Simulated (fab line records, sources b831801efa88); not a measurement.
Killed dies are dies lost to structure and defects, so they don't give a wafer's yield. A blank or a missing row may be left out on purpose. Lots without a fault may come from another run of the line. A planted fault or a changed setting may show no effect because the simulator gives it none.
Which tool did it? | flow gf180mcu | 6 lots, 18 wafers sampled, at 3 steps of a route of 602

WHAT THE GAUGES READ, wafer by wafer
GF_VT_IMPLANT_RS_MEAS_46: measures by four-point-probe.
lot  | measured     | on            | MVSD_RS (ohm/sq)
L648 | day 8 01:10  | film_metro-02 | 401.2 401.1 401.5
L650 | day 8 09:19  | film_metro-02 | 457.0 456.3 457.3
L659 | day 10 19:44 | film_metro-01 | 400.6 400.7 400.9
L664 | day 12 07:51 | film_metro-01 | 454.4 455.4 455.6
L668 | day 13 08:17 | film_metro-04 | 456.2 456.9 455.2
L670 | day 13 21:29 | film_metro-01 | 455.9 455.8 457.2

WHICH TOOL RAN EACH LOT (tool, then ch and the chambers of the sampled wafers, then the start)
lot  | GF_NWELL_STRIP_10                   | GF_MVSD_IMPLANT_09
L648 | plasma_asher-03 ch 0,1, day 3 16:16 | implanter-03 ch 0, day 4 20:26 and implanter-02 ch 0, day 4 20:44
L650 | plasma_asher-01 ch 0,1, day 4 00:32 | implanter-02 ch 0, day 5 04:25
L659 | plasma_asher-01 ch 0,1, day 6 00:29 | implanter-02 ch 0, day 7 07:39
L664 | plasma_asher-04 ch 0,1, day 7 06:52 | implanter-02 ch 0, day 8 14:43
L668 | plasma_asher-01 ch 0,1, day 8 02:59 | implanter-02 ch 0, day 9 11:46
L670 | plasma_asher-04 ch 0,1, day 8 12:37 | implanter-01 ch 0, day 9 21:28
- GF_NWELL_STRIP_10: strips in O2/N2.
- GF_MVSD_IMPLANT_09

THE ANSWER, worked out from the rows above alone
Rule: what is usual is taken from the lots themselves. Put in order of their means at a reading, lots are off if they are a third of the lots or fewer, leave a main group of 4 or more, and stand apart from it by a gap of 3 or more times the standard deviation of the main group's means; of several such gaps the widest counts. A main group whose means are all the same, to the digits that the tables above print for the reading, isn't used. A lot without any number at a reading at which 4 lots or more have one is off too. The other lots that the step has rows for count as sound.
Off: L648, L659, at GF_VT_IMPLANT_RS_MEAS_46 (MVSD_RS). The main group: mean 456.1 ohm/sq, standard deviation 0.62.
A tool fits if, at a process step before that reading, it ran every lot that is off, and no sound lot after the first of them. The gauges at GF_VT_IMPLANT_RS_MEAS_46 are tried like those tools. None of those tried fits.

WHAT THE SIMULATOR HAD PUT IN
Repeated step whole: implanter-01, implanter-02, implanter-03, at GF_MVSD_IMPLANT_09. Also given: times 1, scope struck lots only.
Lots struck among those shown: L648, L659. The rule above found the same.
